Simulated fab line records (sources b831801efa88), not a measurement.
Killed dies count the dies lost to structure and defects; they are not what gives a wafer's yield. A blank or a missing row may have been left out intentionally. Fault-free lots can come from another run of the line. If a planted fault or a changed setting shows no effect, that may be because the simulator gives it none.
Which tool is to blame? + flow gf180mcu + 13 lots with 39 wafers sampled at 4 steps, on a route of 602 steps

== WHAT THE GAUGES READ, wafer by wafer ==
GF_V3_THK_MEAS_01. Usual: for V3_CVD_00_THK the level is 596 nm and the standard deviation is 6.5.
| lot  | measured     | on            | V3_CVD_00_THK (nm) | flag |
|------|--------------|---------------|--------------------|------|
| L420 | day 21 11:28 | film-metro-01 | 577 591 590        |      |
| L422 | day 22 04:22 | film-metro-01 | 603 603 595        |      |
| L424 | day 23 01:28 | film-metro-01 | 607 592 603        |      |
| L425 | day 23 06:48 | film-metro-01 | 600 608 595        |      |
| L426 | day 23 20:25 | film-metro-01 | 588 596 591        |      |
| L427 | day 24 05:43 | film-metro-02 | 600 599 601        |      |
| L431 | day 25 10:01 | film-metro-04 | 595 603 600        |      |
| L434 | day 26 07:11 | film-metro-01 | 591 588 590        |      |
| L437 | day 27 04:59 | film-metro-02 | 608 601 597        |      |
| L438 | day 27 11:10 | film-metro-04 | 602 598 595        |      |
| L439 | day 28 01:32 | film-metro-02 | 598 596 598        |      |
| L440 | day 28 05:54 | film-metro-04 | 594 597 600        |      |
| L443 | day 28 22:53 | film-metro-01 | 595 590 588        |      |

GF_V3_BOW_MEAS_05. Usual: for V3_BOW the level is 117 um and the standard deviation is 8.5.
| lot  | measured     | on            | V3_BOW (um) | flag |
|------|--------------|---------------|-------------|------|
| L420 | day 21 11:58 | film-metro-02 | 110 115 121 |      |
| L422 | day 22 04:53 | film-metro-04 | 126 120 123 |      |
| L424 | day 23 01:57 | film-metro-02 | 119 127 115 |      |
| L425 | day 23 07:17 | film-metro-02 | 109 111 112 |      |
| L426 | day 23 20:54 | film-metro-02 | 133 123 115 |      |
| L427 | day 24 06:14 | film-metro-01 | 125 130 124 |      |
| L431 | day 25 10:30 | film-metro-01 | 122 128 125 |      |
| L434 | day 26 08:01 | film-metro-04 | 130 125 125 |      |
| L437 | day 27 05:30 | film-metro-02 | 100 97 99   |      |
| L438 | day 27 11:39 | film-metro-02 | 119 118 123 |      |
| L439 | day 28 02:02 | film-metro-02 | 113 116 103 |      |
| L440 | day 28 06:23 | film-metro-02 | 114 110 128 |      |
| L443 | day 28 23:23 | film-metro-01 | 127 118 124 |      |

GF_TOP_METAL_OVL_MEAS_15. Usual: for TOP_METAL_OVL the level is 1.1 nm and the standard deviation is 1.5.
| lot  | measured     | on         | TOP_METAL_OVL (nm) | flag |
|------|--------------|------------|--------------------|------|
| L420 | day 28 04:08 | overlay-01 | -0.5 0.8 0.5       |      |
| L422 | day 28 18:43 | overlay-02 | -0.3 1.7 2.5       |      |
| L424 | day 29 10:11 | overlay-02 | 1.4 2.2 2.7        |      |
| L425 | day 29 16:44 | overlay-01 | -0.3 -0.8 -0.8     |      |
| L426 | day 30 03:07 | overlay-02 | 1.9 1.6 3.2        |      |
| L427 | day 30 10:22 | overlay-01 | 0.1 0.7 0.3        |      |
| L431 | day 31 12:28 | overlay-01 | 0.7 2.0 2.7        |      |
| L434 | day 32 04:25 | overlay-01 | -1.0 -1.3 -0.9     |      |
| L437 | day 32 22:46 | overlay-02 | 1.9 3.3 3.9        |      |
| L438 | day 33 02:17 | overlay-01 | 1.5 2.0 1.9        |      |
| L439 | day 33 13:41 | overlay-01 | 0.8 1.8 0.3        |      |
| L440 | day 33 18:46 | overlay-02 | -0.6 -0.9 -2.0     |      |
| L443 | day 34 07:05 | overlay-02 | -0.1 0.2 -0.8      |      |

== EACH LOT AND THE TOOL THAT RAN IT (in order: tool; ch and the chambers of the sampled wafers; start) ==
| lot  | GF_V1_STRIP_18                       |
|------|--------------------------------------|
| L420 | plasma-asher-02 ch 0,1, day 18 05:47 |
| L422 | plasma-asher-03 ch 0,1, day 18 23:40 |
| L424 | plasma-asher-02 ch 0,1, day 19 20:44 |
| L425 | plasma-asher-01 ch 1, day 20 02:04   |
| L426 | plasma-asher-02 ch 0,1, day 20 16:56 |
| L427 | plasma-asher-02 ch 0,1, day 21 03:35 |
| L431 | plasma-asher-03 ch 0,1, day 22 10:08 |
| L434 | plasma-asher-01 ch 0,1, day 23 08:56 |
| L437 | plasma-asher-02 ch 0,1, day 24 08:38 |
| L438 | plasma-asher-01 ch 0,1, day 24 15:32 |
| L439 | plasma-asher-03 ch 0,1, day 25 06:13 |
| L440 | plasma-asher-02 ch 0,1, day 25 11:05 |
| L443 | plasma-asher-02 ch 0,1, day 26 05:08 |
- GF_V1_STRIP_18: strips in O2/N2.

== WHAT THE TOOLS THEMSELVES READ (means of the sampled wafers that have a number; where no wafer has one, the mark that the record gives instead) ==
GF_V1_STRIP_18. Usual: drypump-motor-current-A 6.0 A, standard deviation 0.36; heater-power-w 325 W, standard deviation 24; oes-product-au 0.592 a.u., standard deviation 0.0048.
| lot  | tool            | drypump-motor-current-A (A) | heater-power-w (W) | oes-product-au (a.u.) | flag |
|------|-----------------|-----------------------------|--------------------|-----------------------|------|
| L420 | plasma-asher-02 | 6.0                         | 347                | 0.594                 |      |
| L422 | plasma-asher-03 | 6.4                         | 344                | 0.590                 |      |
| L424 | plasma-asher-02 | 6.0                         | 343                | 0.589                 |      |
| L425 | plasma-asher-01 | 5.8                         | 314                | 0.596                 |      |
| L426 | plasma-asher-02 | 5.8                         | 328                | 0.595                 |      |
| L427 | plasma-asher-02 | 5.8                         | 333                | 0.591                 |      |
| L431 | plasma-asher-03 | 6.4                         | 345                | 0.591                 |      |
| L434 | plasma-asher-01 | 5.7                         | 298                | 0.595                 |      |
| L437 | plasma-asher-02 | 6.0                         | 339                | 0.591                 |      |
| L438 | plasma-asher-01 | 5.7                         | 303                | 0.592                 |      |
| L439 | plasma-asher-03 | 6.2                         | 323                | 0.590                 |      |
| L440 | plasma-asher-02 | 6.0                         | 339                | 0.593                 |      |
| L443 | plasma-asher-02 | 5.8                         | 330                | 0.594                 |      |

== THE ANSWER, worked out from the rows above alone ==
Rule: a lot is off if the mean of its wafers that have a number lies more than 3 standard deviations from the usual mean. A lot without any number at a reading at which 4 lots or more have one is off too. The other lots that the step has rows for count as sound. After the gauges, taken in route order, come the tools' own readings; for these a lot's mean is taken, as printed above. The first step at which some lot is off is used, and at that step the reading that is off furthest; a lot without a number counts as furthest.
Across all readings shown, no lot is off: no conclusion can be drawn from this.

== WHAT THE SIMULATOR HAD PUT IN ==
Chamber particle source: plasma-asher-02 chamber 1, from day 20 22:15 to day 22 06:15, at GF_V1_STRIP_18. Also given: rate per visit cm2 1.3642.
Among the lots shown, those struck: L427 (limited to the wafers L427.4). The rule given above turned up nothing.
